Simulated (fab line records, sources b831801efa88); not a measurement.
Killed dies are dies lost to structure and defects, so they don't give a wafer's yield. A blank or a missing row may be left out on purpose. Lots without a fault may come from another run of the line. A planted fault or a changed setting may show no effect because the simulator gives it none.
Which tool did it? | flow gf180mcu | 24 lots, 72 wafers sampled, at 5 steps of a route of 602

WHAT THE GAUGES READ, wafer by wafer
GF_M3_RS_MEAS_05: measures by four-point-probe. Usual: M3_ALCU_RS 0.0693 ohm/sq, standard deviation 0.00071.
lot  | measured     | on            | M3_ALCU_RS (ohm/sq)  | flag
L074 | day 20 01:17 | film_metro-02 | 0.0704 0.0708 0.0701 |
L075 | day 20 14:13 | film_metro-04 | 0.0686 0.0688 0.0691 |
L076 | day 20 15:43 | film_metro-02 | 0.0702 0.0696 0.0700 |
L077 | day 21 10:49 | film_metro-04 | 0.0691 0.0692 0.0687 |
L078 | day 21 17:04 | film_metro-02 | 0.0683 0.0685 0.0691 |
L081 | day 22 20:20 | film_metro-04 | 0.0695 0.0686 0.0692 |
L079 | day 22 22:32 | film_metro-01 | 0.0688 0.0696 0.0692 |
L080 | day 22 22:50 | film_metro-04 | 0.0695 0.0698 0.0691 |
L082 | day 23 07:44 | film_metro-02 | 0.0682 0.0683 0.0692 |
L083 | day 23 21:37 | film_metro-04 | 0.0695 0.0685 0.0692 |
L084 | day 23 23:27 | film_metro-04 | 0.0702 0.0704 0.0703 |
L085 | day 24 10:35 | film_metro-01 | 0.0692 0.0701 0.0688 |
L086 | day 24 15:37 | film_metro-04 | 0.0700 0.0693 0.0696 |
L087 | day 25 13:41 | film_metro-02 | 0.0690 0.0690 0.0682 |
L088 | day 25 16:24 | film_metro-01 | 0.0705 0.0704 0.0706 |
L089 | day 26 03:57 | film_metro-02 | 0.0702 0.0690 0.0691 |
L091 | day 26 15:28 | film_metro-04 | 0.0696 0.0689 0.0689 |
L090 | day 26 16:55 | film_metro-01 | 0.0694 0.0693 0.0698 |
L092 | day 26 19:59 | film_metro-01 | 0.0692 0.0692 0.0700 |
L093 | day 27 11:20 | film_metro-04 | 0.0685 0.0684 0.0685 |
L094 | day 27 11:39 | film_metro-01 | 0.0678 0.0676 0.0696 |
L095 | day 27 19:17 | film_metro-01 | 0.0680 0.0683 0.0678 |
L096 | day 27 21:02 | film_metro-02 | 0.0681 0.0688 0.0691 |
L097 | day 28 09:20 | film_metro-02 | 0.0697 0.0693 0.0690 |

GF_V3_CD_MEAS_14: target cd 260 nm. Usual: cd_nm 260.3 nm, standard deviation 1.4.
lot  | measured     | on        | cd_nm (nm)        | flag
L074 | day 22 02:41 | cd_sem-01 | 259.9 260.6 259.3 |
L075 | day 22 15:10 | cd_sem-01 | 261.3 261.1 260.5 |
L076 | day 22 17:21 | cd_sem-01 | 257.9 259.5 259.1 |
L077 | day 23 10:56 | cd_sem-02 | 258.2 257.1 258.9 |
L078 | day 23 17:07 | cd_sem-01 | 262.2 262.0 261.6 |
L081 | day 24 18:38 | cd_sem-01 | 259.8 260.4 260.9 |
L079 | day 24 19:49 | cd_sem-01 | 260.6 260.1 260.5 |
L080 | day 24 20:16 | cd_sem-02 | 260.1 258.4 259.2 |
L082 | day 25 05:43 | cd_sem-01 | 260.3 260.8 260.7 |
L083 | day 25 18:23 | cd_sem-01 | 261.6 262.7 263.0 |
L084 | day 25 18:59 | cd_sem-01 | 260.6 259.8 260.2 |
L085 | day 26 09:31 | cd_sem-01 | 262.4 262.2 261.1 |
L086 | day 26 12:01 | cd_sem-02 | 261.3 261.4 259.2 |
L087 | day 27 08:40 | cd_sem-02 | 261.3 260.7 261.2 |
L088 | day 27 11:44 | cd_sem-01 | 259.6 259.4 260.6 |
L089 | day 27 21:53 | cd_sem-02 | 259.5 257.4 258.8 |
L091 | day 28 10:19 | cd_sem-01 | 260.6 260.3 261.3 |
L090 | day 28 11:24 | cd_sem-01 | 262.4 261.0 260.9 |
L092 | day 28 13:12 | cd_sem-02 | 259.1 259.3 259.0 |
L093 | day 29 03:22 | cd_sem-01 | 259.9 260.9 259.8 |
L094 | day 29 04:20 | cd_sem-02 | 262.4 262.1 262.3 |
L095 | day 29 11:32 | cd_sem-02 | 257.2 258.1 258.2 |
L096 | day 29 12:22 | cd_sem-02 | 260.9 261.7 261.3 |
L097 | day 30 00:50 | cd_sem-01 | 257.8 258.7 258.1 |

GF_M4_RS_MEAS_05: measures by four-point-probe. Usual: M4_ALCU_RS 0.0695 ohm/sq, standard deviation 0.00076.
lot  | measured     | on            | M4_ALCU_RS (ohm/sq)  | flag
L074 | day 22 04:25 | film_metro-04 | 0.0687 0.0699 0.0687 |
L075 | day 22 16:54 | film_metro-02 | 0.0698 0.0698 0.0701 |
L076 | day 22 19:05 | film_metro-04 | 0.0709 0.0710 0.0706 |
L077 | day 23 12:40 | film_metro-02 | 0.0698 0.0698 0.0696 |
L078 | day 23 18:50 | film_metro-04 | 0.0695 0.0693 0.0695 |
L081 | day 24 20:25 | film_metro-04 | 0.0683 0.0683 0.0687 |
L079 | day 24 21:52 | film_metro-04 | 0.0696 0.0694 0.0700 |
L080 | day 24 22:26 | film_metro-02 | 0.0676 0.0678 0.0680 |
L082 | day 25 07:26 | film_metro-03 | 0.0695 0.0694 0.0698 |
L083 | day 25 20:08 | film_metro-03 | 0.0712 0.0698 0.0703 |
L084 | day 25 20:44 | film_metro-02 | 0.0676 0.0678 0.0675 |
L085 | day 26 11:16 | film_metro-04 | 0.0691 0.0701 0.0699 |
L086 | day 26 13:45 | film_metro-02 | 0.0696 0.0693 0.0690 |
L087 | day 27 11:02 | film_metro-02 | 0.0697 0.0692 0.0700 |
L088 | day 27 14:19 | film_metro-03 | 0.0689 0.0688 0.0690 |
L089 | day 27 23:37 | film_metro-03 | 0.0699 0.0700 0.0698 |
L091 | day 28 12:02 | film_metro-03 | 0.0704 0.0703 0.0700 |
L090 | day 28 13:11 | film_metro-02 | 0.0692 0.0697 0.0692 |
L092 | day 28 14:56 | film_metro-03 | 0.0700 0.0699 0.0692 |
L093 | day 29 05:08 | film_metro-02 | 0.0697 0.0691 0.0701 |
L094 | day 29 06:17 | film_metro-04 | 0.0703 0.0699 0.0701 |
L095 | day 29 13:19 | film_metro-04 | 0.0693 0.0694 0.0696 |
L096 | day 29 14:08 | film_metro-02 | 0.0700 0.0697 0.0701 |
L097 | day 30 02:35 | film_metro-03 | 0.0696 0.0697 0.0696 |

WHICH TOOL RAN EACH LOT (tool, then ch and the chambers of the sampled wafers, then the start)
lot  | GF_M1_SPUTTER_02             | GF_M2_SPUTTER_00
L074 | pvd_sputter-03, day 15 21:43 | pvd_sputter-04, day 17 21:25
L075 | pvd_sputter-02, day 16 09:12 | pvd_sputter-02, day 18 10:08
L076 | pvd_sputter-02, day 16 10:52 | pvd_sputter-01, day 18 11:59
L077 | pvd_sputter-01, day 17 05:10 | pvd_sputter-04, day 19 07:16
L078 | pvd_sputter-02, day 17 12:18 | pvd_sputter-02, day 19 14:16
L081 | pvd_sputter-01, day 18 15:11 | pvd_sputter-01, day 20 18:13
L079 | pvd_sputter-02, day 18 16:49 | pvd_sputter-02, day 20 19:34
L080 | pvd_sputter-01, day 18 17:55 | pvd_sputter-01, day 20 20:52
L082 | pvd_sputter-02, day 19 01:47 | pvd_sputter-01, day 21 04:55
L083 | pvd_sputter-01, day 19 17:10 | pvd_sputter-02, day 21 20:52
L084 | pvd_sputter-02, day 19 17:31 | pvd_sputter-01, day 21 21:28
L085 | pvd_sputter-01, day 20 08:05 | pvd_sputter-02, day 22 10:05
L086 | pvd_sputter-02, day 20 10:58 | pvd_sputter-02, day 22 13:47
L087 | pvd_sputter-02, day 21 06:55 | pvd_sputter-01, day 23 09:50
L088 | pvd_sputter-02, day 21 16:06 | pvd_sputter-02, day 23 16:46
L089 | pvd_sputter-02, day 22 04:59 | pvd_sputter-01, day 24 05:28
L091 | pvd_sputter-02, day 22 17:31 | pvd_sputter-04, day 24 17:39
L090 | pvd_sputter-01, day 22 18:12 | pvd_sputter-01, day 24 18:26
L092 | pvd_sputter-03, day 22 23:28 | pvd_sputter-02, day 24 23:05
L093 | pvd_sputter-01, day 23 08:28 | pvd_sputter-01, day 25 13:04
L094 | pvd_sputter-03, day 23 10:16 | pvd_sputter-02, day 25 13:09
L095 | pvd_sputter-03, day 24 01:10 | pvd_sputter-01, day 25 22:33
L096 | pvd_sputter-02, day 24 03:46 | pvd_sputter-01, day 26 00:42
L097 | pvd_sputter-02, day 24 11:26 | pvd_sputter-01, day 26 12:25
- GF_M1_SPUTTER_02: material AlCu, target thk 450 nm, time 23.9 s.
- GF_M2_SPUTTER_00: material Ti, target thk 37.5 nm, time 150 s.

WHAT THE TOOLS THEMSELVES READ (means of the sampled wafers that have a number; where no wafer has one, the mark that the record gives instead)
GF_M1_SPUTTER_02. Usual: throttle_valve_pct 30.2 %, standard deviation 0.98.
lot  | tool           | throttle_valve_pct (%) | flag
L074 | pvd_sputter-03 | 29.0                   |
L075 | pvd_sputter-02 | 30.2                   |
L076 | pvd_sputter-02 | 30.4                   |
L077 | pvd_sputter-01 | 30.3                   |
L078 | pvd_sputter-02 | 30.9                   |
L081 | pvd_sputter-01 | 31.6                   |
L079 | pvd_sputter-02 | 29.9                   |
L080 | pvd_sputter-01 | 31.3                   |
L082 | pvd_sputter-02 | 31.0                   |
L083 | pvd_sputter-01 | 30.2                   |
L084 | pvd_sputter-02 | 30.8                   |
L085 | pvd_sputter-01 | 30.7                   |
L086 | pvd_sputter-02 | 30.5                   |
L087 | pvd_sputter-02 | 29.9                   |
L088 | pvd_sputter-02 | 30.8                   |
L089 | pvd_sputter-02 | 30.2                   |
L091 | pvd_sputter-02 | 30.3                   |
L090 | pvd_sputter-01 | 31.6                   |
L092 | pvd_sputter-03 | 29.6                   |
L093 | pvd_sputter-01 | 30.1                   |
L094 | pvd_sputter-03 | 29.0                   |
L095 | pvd_sputter-03 | 29.1                   |
L096 | pvd_sputter-02 | 30.5                   |
L097 | pvd_sputter-02 | 30.2                   |

GF_M2_SPUTTER_00. Usual: throttle_valve_pct 30.2 %, standard deviation 1.1.
lot  | tool           | throttle_valve_pct (%) | flag
L074 | pvd_sputter-04 | 28.5                   |
L075 | pvd_sputter-02 | 30.5                   |
L076 | pvd_sputter-01 | 30.2                   |
L077 | pvd_sputter-04 | 29.2                   |
L078 | pvd_sputter-02 | 30.5                   |
L081 | pvd_sputter-01 | 30.7                   |
L079 | pvd_sputter-02 | 29.8                   |
L080 | pvd_sputter-01 | 29.3                   |
L082 | pvd_sputter-01 | 29.4                   |
L083 | pvd_sputter-02 | 30.9                   |
L084 | pvd_sputter-01 | 30.1                   |
L085 | pvd_sputter-02 | 29.8                   |
L086 | pvd_sputter-02 | 30.0                   |
L087 | pvd_sputter-01 | 30.5                   |
L088 | pvd_sputter-02 | 29.5                   |
L089 | pvd_sputter-01 | 30.9                   |
L091 | pvd_sputter-04 | 29.7                   |
L090 | pvd_sputter-01 | 30.0                   |
L092 | pvd_sputter-02 | 30.6                   |
L093 | pvd_sputter-01 | 30.8                   |
L094 | pvd_sputter-02 | 30.6                   |
L095 | pvd_sputter-01 | 30.2                   |
L096 | pvd_sputter-01 | 30.3                   |
L097 | pvd_sputter-01 | 30.9                   |

THE ANSWER, worked out from the rows above alone
Rule: a lot is off if the mean of its wafers that have a number lies more than 3 standard deviations from the usual mean. A lot without any number at a reading at which 4 lots or more have one is off too. The other lots that the step has rows for count as sound. The gauges are gone through in route order, then the tools' own readings, and for those a lot's mean is taken as printed above. The first step at which some lot is off is used, and at that step the reading that is off furthest; a lot without a number counts as furthest.
No lot is off at any reading shown: from this, nothing can be told.

WHAT THE SIMULATOR HAD PUT IN
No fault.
